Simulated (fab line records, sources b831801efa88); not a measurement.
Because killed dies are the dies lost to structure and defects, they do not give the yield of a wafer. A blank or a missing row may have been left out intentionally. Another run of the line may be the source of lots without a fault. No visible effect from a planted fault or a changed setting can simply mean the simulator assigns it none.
fab line records	flow sky130
[record] lots = 5	wafers = 23
route steps=708 shown LOCAL_INTERCONNECT@400 CONTACT@408 METAL1@452 VIA1@460 METAL2@483
startH: hours from the record's opening day to when the first of the lot's shown wafers began	waitH: time in hours since the lot's previous step	" as in the row above	L1.1+2: one row covering several wafers at once	- either no value or no given start	* or withheld: withheld	< > ~ a bound
route shown NAME@n: a module of which the file shows steps, and the number in the route of the first	usual: mean/standard deviation taken from wafers without a fault	same: alike in all rows	chamber/n: place in a boat	sites: the reading at each site	_std_site: the standard deviation of these	_edge_site: outer sites' mean less inner sites'	radiusMm: for every site, how far away it sits from the centre of the wafer	mask NAME#n: copy n	behind: tool/chamber where the wafer was last shaped	hold: the reason the lot was held/the length of the hold in hours/how it ended	device: the transistor (n, p or np) that didn't switch	end of line: the route-end tests of the same wafers	for a step that has no rows: nothing shown but its recipe	killed: dies that structure and defects cost at the first sort, which is not the same as the wafer's yield	map: a wafer's dies, marking killed ones x, the rest . and places with no die _
set.NAME: the setting that was run; set.NAME@STEP: the one run at that earlier step	model.NAME: the simulator's own value behind a step, which no gauge read
lots where settings were altered on purpose, with a table for each step and a row for each wafer
[[steps]]
[step SKY_LOCAL_INTERCONNECT_ETCH_13]
[recipe] chemistry = N2/H2	target = BARC	ionEnergyEv = 200	biasW = 100	pressureMtorr = 30	n2FlowSccm = 100	h2FlowSccm = 200	icpW = 500	stopOn = SiO2	timeS = 45.9	targetDepthA = 600
lot.wafer	tool	chamber	startH	waitH	set.pressureMtorr
L076.1+2+3+5+6	rieMetal-04	1	742.28	0.0	32.63
L080.1+3+4+5+6	rieMetal-01	1,0,1,0,1	752.63	0.0	32.34
L082.1+2+3+5+6	rieMetal-04	1,0,1,1,0	764.03	0.0	31.9
L083.4+5+6	rieMetal-01	1,0,1	766.70	0.0	30
L085.2+3+4+5+6	rieMetal-04	1,0,1,1,0	787.43	0.0	30
[step SKY_LOCAL_INTERCONNECT_METAL_ETCH_14]
[recipe] targetDepthNm = 110	stopOn = PSG	chemistry = Cl2/BCl3	target = TiN	resistSidewallDeg = 88	pressureMtorr = 10	icpW = 900	biasW = 48.5	Cl2_flow_sccm = 60	bcl3FlowSccm = 30	timeS = 31.4
lot.wafer	tool	chamber	startH	waitH	set.resistThkNm@LOCAL_INTERCONNECT_COAT_06	model.KrF-thick_of_LOCAL_INTERCONNECT_COAT_06.thkNm
L076.1	rieMetal-04	1	742.41	0.1	464.1	363.7
L076.2	"	1	"	"	450	348.7
L076.3	"	1	"	"	450	347.2
L076.5	"	1	"	"	464.1	362.8
L076.6	"	1	"	"	450	348.5
L080.1	rieMetal-01	1	752.70	0.0	450	347.3
L080.3	"	0	"	"	433.1	328.5
L080.4	"	1	"	"	433.1	331.5
L080.5	"	0	"	"	450	346.2
L080.6	"	1	"	"	433.1	332.3
L082.1	rieMetal-04	1	764.10	0.0	450	348.6
L082.2	"	0	"	"	450	351.9
L082.3	"	1	"	"	426.2	324.1
L082.5	"	1	"	"	426.2	322.4
L082.6	"	0	"	"	426.2	327.8
L083.4	rieMetal-01	1	766.76	0.0	450	351.4
L083.5	"	0	"	"	450	348.1
L083.6	"	1	"	"	450	352.3
L085.2	rieMetal-04	1	787.50	0.0	450	345.7
L085.3	"	0	"	"	471.9	370.6
L085.4	"	1	"	"	450	345.1
L085.5	"	1	"	"	471.9	367.8
L085.6	"	0	"	"	450	347.9
[step SKY_LOCAL_INTERCONNECT_STRIP_15]
[recipe] chemistry = O2/N2	powerW = 1400	pressureMtorr = 1500	platenTempC = withheld	o2FlowSccm = 3000	n2FlowSccm = 300	overashFraction = 0.5
[usual] stripTimeToEndpointS = 4.718/0.022
lot.wafer	tool	chamber	startH	waitH	set.resistThkNm@LOCAL_INTERCONNECT_COAT_06	stripTimeToEndpointS
L076.1	plasmaAsher-02	0	742.51	0.1	464.1	4.875
L076.2	"	1	"	"	450	4.715
L076.3	"	0	"	"	450	4.710
L076.5	"	1	"	"	464.1	4.863
L076.6	"	0	"	"	450	4.722
L080.1	plasmaAsher-01	1	752.75	0.0	450	4.710
L080.3	"	0	"	"	433.1	4.502
L080.4	"	1	"	"	433.1	4.543
L080.5	"	1	"	"	450	4.694
L080.6	"	0	"	"	433.1	4.543
L082.1	plasmaAsher-01	0	764.15	0.0	450	4.731
L082.2	"	1	"	"	450	4.745
L082.3	"	0	"	"	426.2	4.473
L082.5	"	0	"	"	426.2	4.451
L082.6	"	1	"	"	426.2	4.511
L083.4	plasmaAsher-01	1	766.83	0.1	450	4.752
L083.5	"	0	"	"	450	4.693
L083.6	"	1	"	"	450	4.742
L085.2	plasmaAsher-01	0	787.55	0.0	450	4.678
L085.3	"	1	"	"	471.9	4.937
L085.4	"	0	"	"	450	4.672
L085.5	"	0	"	"	471.9	4.913
L085.6	"	1	"	"	450	4.695
[step SKY_CONTACT_HDPCVD_02]
[recipe] material = SiO2	targetThkNm = 565	sigmaOpenFrac = 0.3	timeS = 94.2	tempC = 600	sih4FlowSccm = 60	pressureMtorr = 6
lot.wafer	tool	chamber	startH	waitH	set.sih4FlowSccm	model.SiO2_of_CONTACT_HDPCVD_02.thkNm
L076.1	hdpcvd-01	2	743.20	0.1	60	575.9
L076.2	"	1	"	"	62.42	598.7
L076.3	"	0	"	"	60	580.1
L076.5	"	2	"	"	60	579.9
L076.6	"	1	"	"	62.42	597.1
L080.1	hdpcvd-02	1	753.43	0.1	53.97	505.5
L080.3	"	2	"	"	60	567
L080.4	"	1	"	"	53.97	515.3
L080.5	"	2	"	"	60	573.9
L080.6	"	1	"	"	60	570.8
L082.1	hdpcvd-02	2	764.87	0.1	62.77	589.2
L082.2	"	0	"	"	60	573.9
L082.3	"	1	"	"	60	565
L082.5	"	2	"	"	60	569
L082.6	"	1	"	"	62.77	592.1
L083.4	hdpcvd-01	2	767.53	0.1	60	567.4
L083.5	"	0	"	"	60	562.6
L083.6	"	1	"	"	60	573.7
L085.2	hdpcvd-01	1	788.24	0.0	60	565
L085.3	"	2	"	"	60	569.5
L085.4	"	0	"	"	60	563
L085.5	"	1	"	"	60	571
L085.6	"	2	"	"	60	566.1
[step SKY_CONTACT_THK_MEAS_03]
[recipe] reads = SiO2_of_CONTACT_HDPCVD_02
[usual] CONTACT_HDPCVD_THK = 567/6
lot.wafer	tool	chamber	startH	waitH	set.sih4FlowSccm@CONTACT_HDPCVD_02	CONTACT_HDPCVD_THK[nm]
L076.1	filmMetro-01	-	743.27	0.0	60	576
L076.2	"	-	"	"	62.42	598
L076.3	"	-	"	"	60	581
L076.5	"	-	"	"	60	579
L076.6	"	-	"	"	62.42	597
L080.1	filmMetro-02	-	753.54	0.1	53.97	506
L080.3	"	-	"	"	60	567
L080.4	"	-	"	"	53.97	515
L080.5	"	-	"	"	60	574
L080.6	"	-	"	"	60	571
L082.1	filmMetro-01	-	764.94	0.0	62.77	589
L082.2	"	-	"	"	60	574
L082.3	"	-	"	"	60	565
L082.5	"	-	"	"	60	569
L082.6	"	-	"	"	62.77	592
L083.4	filmMetro-03	-	767.59	0.0	60	568
L083.5	"	-	"	"	60	562
L083.6	"	-	"	"	60	574
L085.2	filmMetro-01	-	788.32	0.0	60	565
L085.3	"	-	"	"	60	570
L085.4	"	-	"	"	60	563
L085.5	"	-	"	"	60	571
L085.6	"	-	"	"	60	566
[step SKY_CONTACT_CMP_04]
[recipe] material = SiO2	downForcePsi = 4	platenRpm = 60	padVelocityMS = 0.94248
[usual] timeToEndpointS = 83/4.1
lot.wafer	tool	chamber	startH	waitH	set.sih4FlowSccm@CONTACT_HDPCVD_02	timeToEndpointS
L076.1	cmp-01	3	743.33	0.1	60	87
L076.3	"	0	"	"	60	83
L076.2	"	2	"	"	62.42	96
L076.6	"	3	"	"	62.42	94
L076.5	"	0	"	"	60	82
L080.1	cmp-01	3	753.60	0.1	53.97	64
L080.3	"	0	"	"	60	83
L080.4	"	1	"	"	53.97	66
L080.6	"	3	"	"	60	87
L080.5	"	0	"	"	60	84
L082.1	cmp-02	2	765.15	0.2	62.77	94
L082.2	"	3	"	"	60	85
L082.3	"	0	"	"	60	76
L082.6	"	2	"	"	62.77	92
L082.5	"	3	"	"	60	86
L083.4	cmp-02	0	767.77	0.2	60	81
L083.5	"	1	"	"	60	76
L083.6	"	2	"	"	60	85
L085.3	cmp-02	2	788.37	0.0	60	86
L085.2	"	0	"	"	60	83
L085.4	"	1	"	"	60	82
L085.5	"	2	"	"	60	88
L085.6	"	3	"	"	60	83
[step SKY_CONTACT_COAT_08]
[recipe] resist = BARC	tempC = withheld	timeS = withheld	spinRpm = 3000	resistThkNm = 60
lot.wafer	tool	chamber	startH	waitH	set.spinRpm
L076.1+6	lithoTrack-03	0	756.59	0.1	3000
L076.2+3+5	"	0	"	"	2924
L080.1+3+4+5+6	lithoTrack-02	0	767.51	0.1	3000
L082.1+3	lithoTrack-03	0	778.34	0.1	3000
L082.2+5+6	"	0	"	"	2873
L083.4+5+6	lithoTrack-01	0	780.25	0.1	3000
L085.2+3	lithoTrack-03	0	800.91	0.1	3000
L085.4+5+6	"	0	"	"	2819
[step SKY_CONTACT_DEVELOP_13]
[recipe] developTimeS = 60	resist = KrF-thick	devTempC = 21
lot.wafer	tool	chamber	startH	waitH	set.developTimeS
L076.1+3+6	lithoTrack-02	0	-	-	62.84
L076.2+5	"	0	"	"	60
L080.1+3	lithoTrack-02	0	-	-	66.19
L080.4+5+6	"	0	"	"	60
L082.1+2+5	lithoTrack-03	0	-	-	60
L082.3+6	"	0	"	"	65.72
L083.4+5+6	lithoTrack-02	0	-	-	60
L085.2+5+6	lithoTrack-02	0	-	-	60
L085.3+4	"	0	"	"	64.45
[step SKY_CONTACT_ETCH_16]
[recipe] chemistry = N2/H2	target = BARC	ionEnergyEv = 200	sourceW = 500	biasW = 100	pressureMtorr = 30	n2FlowSccm = 100	h2FlowSccm = 200	stopOn = SiO2	timeS = 45.9	targetDepthA = 600
lot.wafer	tool	chamber	startH	waitH	set.spinRpm@CONTACT_COAT_08	model.etch.depthNm
L076.1	rieDiel-02	3	771.12	0.0	3000	59.8
L076.2+3	"	1,0	"	"	2924	-
L076.5	"	1	"	"	2924	60.74
L076.6	"	3	"	"	3000	-
L080.1	rieDiel-02	3	780.72	0.0	3000	60.16
L080.3+4	"	2,0	"	"	3000	60.23
L080.5	"	2	"	"	3000	60.25
L080.6	"	3	"	"	3000	60.06
L082.1	rieDiel-02	2	792.74	0.0	3000	60.07
L082.2+5+6	"	1,1,0	"	"	2873	-
L082.3	"	0	"	"	3000	60.17
L083.4	rieDiel-02	1	794.02	0.0	3000	59.7
L083.5	"	3	"	"	3000	59.89
L083.6	"	2	"	"	3000	59.66
L085.2	rieDiel-04	1	813.97	0.0	3000	-
L085.3	"	2	"	"	3000	60.09
L085.4	"	0	"	"	2819	61.98
L085.5	"	0	"	"	2819	61.9
L085.6	"	3	"	"	2819	-
[step SKY_CONTACT_CMP_27]
[recipe] stopOn = SiO2	tOverpolishS = 15	downForcePsi = 3.5	platenRpm = 60	targetThkNm = 0	padVelocityMS = 0.94248
[usual] overpolishRunS = 15.001/0.0088
lot.wafer	tool	chamber	startH	waitH	set.tOverpolishS	overpolishRunS
L076.2	cmp-02	3	772.22	0.0	15	14.994
L076.3	"	1	"	"	15	14.989
L076.1	"	2	"	"	15	14.992
L076.5	"	3	"	"	15	14.999
L076.6	"	0	"	"	15	14.981
L080.4	cmp-01	0	782.01	0.2	15	15.007
L080.3	"	1	"	"	15	14.997
L080.1	"	2	"	"	15	14.989
L080.6	"	0	"	"	15	14.998
L080.5	"	1	"	"	15	15.004
L082.1	cmp-01	1	793.82	0.1	15	14.988
L082.3	"	3	"	"	15	15.005
L082.2	"	0	"	"	13.63	13.639
L082.6	"	1	"	"	13.63	13.621
L082.5	"	2	"	"	15	14.987
L083.4	cmp-01	1	795.09	0.0	15	14.998
L083.5	"	1	"	"	15	14.995
L083.6	"	2	"	"	15	15.002
L085.2	cmp-01	1	815.10	0.1	15	14.994
L085.4	"	2	"	"	12.97	12.988
L085.3	"	3	"	"	15	15.004
L085.6	"	0	"	"	12.97	12.983
L085.5	"	1	"	"	15	14.991
[step SKY_METAL1_ETCH_18]
[recipe] chemistry = N2/H2	target = BARC	ionEnergyEv = 200	biasW = 100	pressureMtorr = 30	n2FlowSccm = 100	h2FlowSccm = 200	icpW = 500	stopOn = SiO2	timeS = 45.9	targetDepthA = 600
lot.wafer	tool	chamber	startH	waitH	set.timeS	model.KrF-thick_of_METAL1_COAT_10.thkNm
L076.1+6	rieMetal-03	0,1	799.70	0.0	45.9	390.4
L076.2	"	1	"	"	45.9	391.1
L076.3	"	1	"	"	45.9	390.8
L076.5	"	0	"	"	45.9	392.6
L080.1	rieMetal-03	0	808.90	0.0	40.08	401.3
L080.3	"	1	"	"	45.9	393.5
L080.4	"	0	"	"	40.08	401.1
L080.5	"	1	"	"	40.08	400
L080.6	"	0	"	"	45.9	395.2
L082.1+5+6	rieMetal-02	0,0,1	820.75	0.0	45.9	394.2
L082.2	"	1	"	"	50.91	387.7
L082.3	"	1	"	"	50.91	389
L083.4+5	rieMetal-02	0	823.39	0.0	45.9	392.2
L083.6	"	1	"	"	45.9	392
L085.2	rieMetal-03	0	841.02	0.0	45.9	393.5
L085.3	"	1	"	"	45.9	392.8
L085.4	"	0	"	"	45.9	393.6
L085.5	"	1	"	"	45.9	391.9
L085.6	"	0	"	"	45.9	393.1
[step SKY_METAL1_METAL_ETCH_19]
[recipe] targetDepthA = 3600	stopOn = SiO2	overEtchFrac = 0.3	timeS = 78	chemistry = Cl2/BCl3	resistSidewallDeg = 88	pressureMtorr = 10	icpW = 900	biasW = 48.5	Cl2_flow_sccm = 60	bcl3FlowSccm = 30
lot.wafer	tool	chamber	startH	waitH	set.timeS@METAL1_ETCH_18	model.KrF-thick_of_METAL1_COAT_10.thkNm
L076.1+3	rieMetal-03	0,1	799.76	0.0	45.9	154.5
L076.2	"	1	"	"	45.9	153.6
L076.5	"	0	"	"	45.9	157
L076.6	"	1	"	"	45.9	154.4
L080.1	rieMetal-03	0	808.96	0.0	40.08	169.3
L080.3	"	1	"	"	45.9	159.5
L080.4	"	0	"	"	40.08	171
L080.5	"	1	"	"	40.08	166.9
L080.6	"	0	"	"	45.9	160.9
L082.1	rieMetal-02	0	820.81	0.0	45.9	160.9
L082.2	"	1	"	"	50.91	155.1
L082.3	"	1	"	"	50.91	156.6
L082.5	"	0	"	"	45.9	159
L082.6	"	1	"	"	45.9	162
L083.4	rieMetal-02	0	823.46	0.1	45.9	161.2
L083.5	"	0	"	"	45.9	160.2
L083.6	"	1	"	"	45.9	161.6
L085.2	rieMetal-03	0	841.09	0.0	45.9	154.1
L085.3	"	1	"	"	45.9	153
L085.4	"	0	"	"	45.9	155.5
L085.5	"	1	"	"	45.9	154.5
L085.6	"	0	"	"	45.9	156.4
[step SKY_VIA1_CMP_02]
[recipe] material = SiO2	downForcePsi = 4	platenRpm = 60	padVelocityMS = 0.94248
lot.wafer	tool	chamber	startH	waitH	set.leaveAboveRefNm	model.SiO2_of_VIA1_HDPCVD_00.thkNm
L076.1	cmp-01	3	800.66	0.1	352.3	354.7
L076.3	"	0	"	"	345	345.3
L076.2	"	1	"	"	345	346.3
L076.6	"	2	"	"	352.3	353.4
L076.5	"	3	"	"	352.3	352.3
L080.1	cmp-02	3	809.85	0.1	345	346.1
L080.4+3	"	0,1	"	"	345	344.9
L080.5	"	3	"	"	352.4	353
L080.6	"	0	"	"	352.4	351.6
L082.2+6	cmp-02	3,0	821.73	0.0	345	-
L082.3	"	0	"	"	322.3	321.4
L082.1	"	1	"	"	345	346.2
L082.5	"	3	"	"	322.3	-
L083.4	cmp-01	0	824.43	0.1	345	344.4
L083.6	"	2	"	"	345	347.5
L083.5	"	3	"	"	345	345.7
L085.3	cmp-01	1	842.17	0.1	345	346.3
L085.2	"	2	"	"	345	347.2
L085.4	"	3	"	"	345	345.1
L085.6	"	0	"	"	345	344.3
L085.5	"	1	"	"	345	346.4
[step SKY_VIA1_SOFTBAKE_08]
[recipe] tempC = 100	timeS = 90	resist = KrF-thick
lot.wafer	tool	chamber	startH	waitH	set.tempC
L076.1+3	lithoTrack-02	0	-	-	97.63
L076.2+5+6	"	0	"	"	100
L080.1+6	lithoTrack-01	0	-	-	100
L080.3+4+5	"	0	"	"	97.93
L082.1+2+5	lithoTrack-02	0	-	-	97.11
L082.3+6	"	0	"	"	100
L083.4+5+6	lithoTrack-01	0	-	-	100
L085.2+3+4	lithoTrack-02	0	-	-	100
L085.5+6	"	0	"	"	103.3
[step SKY_VIA1_EXPOSE_09]
[recipe] maskId = VIM	na = 0.8	sourceShape = annular	sigmaInner = 0.55	sigmaOuter = 0.85	targetCdNm = 150	doseMj = 38
[step SKY_VIA1_PEB_10]
[recipe] pebTempC = withheld	pebTimeS = withheld	resist = KrF-thick
[step SKY_VIA1_ETCH_14]
[recipe] chemistry = N2/H2	target = BARC	ionEnergyEv = 200	sourceW = 500	biasW = 100	pressureMtorr = 30	n2FlowSccm = 100	h2FlowSccm = 200	stopOn = SiO2	timeS = 45.9	targetDepthA = 600
[step SKY_VIA1_ETCH_15]
[recipe] target = SiO2	chemistry = C4F8/O2/Ar	targetDepthNm = 351	stopOn = TiN	maskMaterial = KrF-thick	sourceW = 1500	biasW = 1200	pressureMtorr = 40	c4f8FlowSccm = withheld	O2_flow_sccm = 6	Ar_flow_sccm = 300	timeS = 54
[usual] oesProductAu = 0.983/0.0055
lot.wafer	tool	chamber	startH	waitH	set.leaveAboveRefNm@VIA1_CMP_02	oesProductAu	model.VIA1.featureDepthNm	model.etch.depthNm
L076.1	rieDiel-02	0	826.56	0.0	352.3	0.988	345.9	345.9
L076.2	"	1	"	"	345	0.984	346.3	-
L076.3	"	3	"	"	345	0.984	345.3	-
L076.5	"	3	"	"	352.3	1.003	352.3	352.3
L076.6	"	1	"	"	352.3	0.995	353.4	-
L080.1	rieDiel-03	1	835.68	0.0	345	0.979	346.1	346.1
L080.3	"	2	"	"	345	0.983	344.9	344.9
L080.4	"	0	"	"	345	0.976	342.8	342.8
L080.5	"	1	"	"	352.4	0.987	348.4	348.4
L080.6	"	2	"	"	352.4	0.991	350.2	350.2
L082.1	rieDiel-01	2	848.96	0.0	345	0.987	345.9	345.9
L082.2	"	1	"	"	345	0.989	346.9	-
L082.3	"	0	"	"	322.3	0.944	321.4	321.4
L082.5	"	1	"	"	322.3	0.956	323.1	-
L082.6	"	0	"	"	345	0.978	343.3	-
L083.4	rieDiel-01	0	850.68	0.0	345	0.975	344.4	344.4
L083.5	"	1	"	"	345	0.987	345.7	345.7
L083.6	"	0	"	"	345	0.987	347.5	347.5
L085.2	rieDiel-01	2	868.53	0.0	345	0.985	346.4	-
L085.3	"	0	"	"	345	0.993	346.3	346.3
L085.4	"	1	"	"	345	0.972	345.1	345.1
L085.5	"	2	"	"	345	0.983	346.4	346.4
L085.6	"	3	"	"	345	0.988	344.3	-
[step SKY_VIA1_SPUTTER_20]
[recipe] material = TiN	targetThkNm = 20	chamberPressurePa = 5	powerW = 4000	timeS = 80
lot.wafer	tool	chamber	startH	waitH	set.chamberPressurePa	model.TiN_of_VIA1_SPUTTER_20.thkNm
L076.1	pvdSputter-01	-	827.20	0.0	5.72	17.84
L076.2	"	-	"	"	5.72	17.64
L076.3	"	-	"	"	5.72	17.67
L076.5	"	-	"	"	5.72	17.98
L076.6	"	-	"	"	5.72	17.73
L080.1+3	pvdSputter-01	-	836.34	0.0	5.565	18.37
L080.4	"	-	"	"	5.565	18.56
L080.5	"	-	"	"	5.565	18.63
L080.6	"	-	"	"	5.565	18.49
L082.1	pvdSputter-01	-	849.60	0.0	5.747	17.61
L082.2	"	-	"	"	5.747	17.6
L082.3	"	-	"	"	5.747	17.94
L082.5	"	-	"	"	5.747	17.82
L082.6	"	-	"	"	5.747	17.73
L083.4	pvdSputter-03	-	851.31	0.0	5	20.22
L083.5	"	-	"	"	5	20
L083.6	"	-	"	"	5	19.98
L085.2	pvdSputter-01	-	869.21	0.0	5.696	18.09
L085.3	"	-	"	"	5.696	17.9
L085.4	"	-	"	"	5.696	18.19
L085.5	"	-	"	"	5.696	18.06
L085.6	"	-	"	"	5.696	17.92
[step SKY_METAL2_SPUTTER_00]
[recipe] material = Ti	targetThkNm = 15	powerW = 3000	timeS = 10	chamberPressurePa = 0.4
lot.wafer	tool	chamber	startH	waitH	set.powerW	model.Ti_of_METAL2_SPUTTER_00.thkNm
L076.1	pvdSputter-02	-	827.84	0.2	3000	14.77
L076.2	"	-	"	"	3000	15.17
L076.3	"	-	"	"	2897	14.64
L076.5	"	-	"	"	2897	14.44
L076.6	"	-	"	"	3000	15.14
L080.1	pvdSputter-02	-	836.98	0.2	3000	14.76
L080.3	"	-	"	"	2870	14.26
L080.4	"	-	"	"	2870	14.36
L080.5	"	-	"	"	3000	14.86
L080.6	"	-	"	"	2870	14.37
L082.1	pvdSputter-04	-	850.23	0.2	3000	15.49
L082.2	"	-	"	"	2686	13.83
L082.3	"	-	"	"	3000	15.4
L082.5	"	-	"	"	2686	13.85
L082.6	"	-	"	"	2686	13.8
L083.4	pvdSputter-04	-	851.95	0.2	3000	15.19
L083.5	"	-	"	"	3000	15.09
L083.6	"	-	"	"	3000	15.23
L085.2	pvdSputter-02	-	869.84	0.2	3129	15.68
L085.3	"	-	"	"	3000	14.85
L085.4	"	-	"	"	3129	15.49
L085.5	"	-	"	"	3000	15.04
L085.6	"	-	"	"	3000	14.83
[step SKY_METAL2_ETCH_18]
[recipe] chemistry = N2/H2	target = BARC	ionEnergyEv = 200	biasW = 100	pressureMtorr = 30	n2FlowSccm = 100	h2FlowSccm = 200	icpW = 500	stopOn = SiO2	timeS = 45.9	targetDepthA = 600
lot.wafer	tool	chamber	startH	waitH	set.icpW	model.KrF-thick_of_METAL2_COAT_10.thkNm
L076.1+6	rieMetal-01	0	854.26	0.0	462.9	394.5
L076.2	"	1	"	"	500	390.9
L076.3	"	0	"	"	462.9	394.7
L076.5	"	1	"	"	500	391.9
L080.1	rieMetal-01	0	863.87	0.0	540.3	388.8
L080.3	"	0	"	"	500	392
L080.4	"	1	"	"	540.3	389.9
L080.5	"	1	"	"	540.3	389.6
L080.6	"	0	"	"	500	390.9
L082.1	rieMetal-02	0	877.67	0.0	500	391.5
L082.2+5+6	"	1,1,0	"	"	500	-
L082.3	"	0	"	"	500	392.5
L083.4	rieMetal-03	1	878.64	0.0	500	391.1
L083.5+6	"	1,0	"	"	500	390.8
L085.2	rieMetal-01	1	895.02	0.1	545.1	389.5
L085.3	"	1	"	"	500	390.7
L085.4	"	1	"	"	500	393.2
L085.5	"	1	"	"	545.1	388.8
L085.6	"	1	"	"	500	391.8
[[key]]
[split] step = SKY_LOCAL_INTERCONNECT_ETCH_13	setting = pressureMtorr	stated = 30	by = lot
response none clear
[split] step = SKY_CONTACT_HDPCVD_02	setting = sih4FlowSccm	stated = 60	by = wafer
[response] step = SKY_CONTACT_HDPCVD_02	reading = model.SiO2_of_CONTACT_HDPCVD_02.thkNm	change = +5.63	per = 1%	r = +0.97
[response] step = SKY_CONTACT_THK_MEAS_03	reading = CONTACT_HDPCVD_THK	change = +5.63	per = 1%	r = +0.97
[response] step = SKY_CONTACT_CMP_04	reading = timeToEndpointS	change = *	per = 1%	r = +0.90
[split] step = SKY_CONTACT_COAT_08	setting = spinRpm	stated = 3000	by = wafer
[response] step = SKY_CONTACT_ETCH_16	reading = model.etch.depthNm	change = -0.315	per = 1%	r = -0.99
[split] step = SKY_CONTACT_DEVELOP_13	setting = developTimeS	stated = 60	by = wafer
response none clear
[split] step = SKY_CONTACT_CMP_27	setting = tOverpolishS	stated = 15	by = wafer
[response] step = SKY_CONTACT_CMP_27	reading = overpolishRunS	change = +0.149	per = 1%	r = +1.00
[split] step = SKY_METAL1_ETCH_18	setting = timeS	stated = 45.9	by = wafer
[response] step = SKY_METAL1_ETCH_18	reading = model.KrF-thick_of_METAL1_COAT_10.thkNm	change = -0.52	per = 1%	r = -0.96
[response] step = SKY_METAL1_METAL_ETCH_19	reading = model.KrF-thick_of_METAL1_COAT_10.thkNm	change = -0.587	per = 1%	r = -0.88
[split] step = SKY_VIA1_CMP_02	setting = leaveAboveRefNm	stated = 345	by = wafer
[response] step = SKY_VIA1_CMP_02	reading = model.SiO2_of_VIA1_HDPCVD_00.thkNm	change = +3.65	per = 1%	r = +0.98
[response] step = SKY_VIA1_ETCH_15	reading = oesProductAu	change = +0.00513	per = 1%	r = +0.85
[response] step = SKY_VIA1_ETCH_15	reading = model.VIA1.featureDepthNm	change = +3.29	per = 1%	r = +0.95
[response] step = SKY_VIA1_ETCH_15	reading = model.etch.depthNm	change = +3.4	per = 1%	r = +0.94
[split] step = SKY_VIA1_SOFTBAKE_08	setting = tempC	stated = 100	by = wafer
response none clear
[split] step = SKY_VIA1_SPUTTER_20	setting = chamberPressurePa	stated = 5	by = lot
[response] step = SKY_VIA1_SPUTTER_20	reading = model.TiN_of_VIA1_SPUTTER_20.thkNm	change = -0.156	per = 1%	r = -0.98
[split] step = SKY_METAL2_SPUTTER_00	setting = powerW	stated = 3000	by = wafer
[response] step = SKY_METAL2_SPUTTER_00	reading = model.Ti_of_METAL2_SPUTTER_00.thkNm	change = +0.149	per = 1%	r = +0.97
[split] step = SKY_METAL2_ETCH_18	setting = icpW	stated = 500	by = wafer
[response] step = SKY_METAL2_ETCH_18	reading = model.KrF-thick_of_METAL2_COAT_10.thkNm	change = -0.32	per = 1%	r = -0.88
split outsideThisFile step=SKY_LOCAL_INTERCONNECT_COAT_06 setting=resistThkNm
// split outsideThisFile: this setting was split too, and the file shows its column; the key of that split is in another file
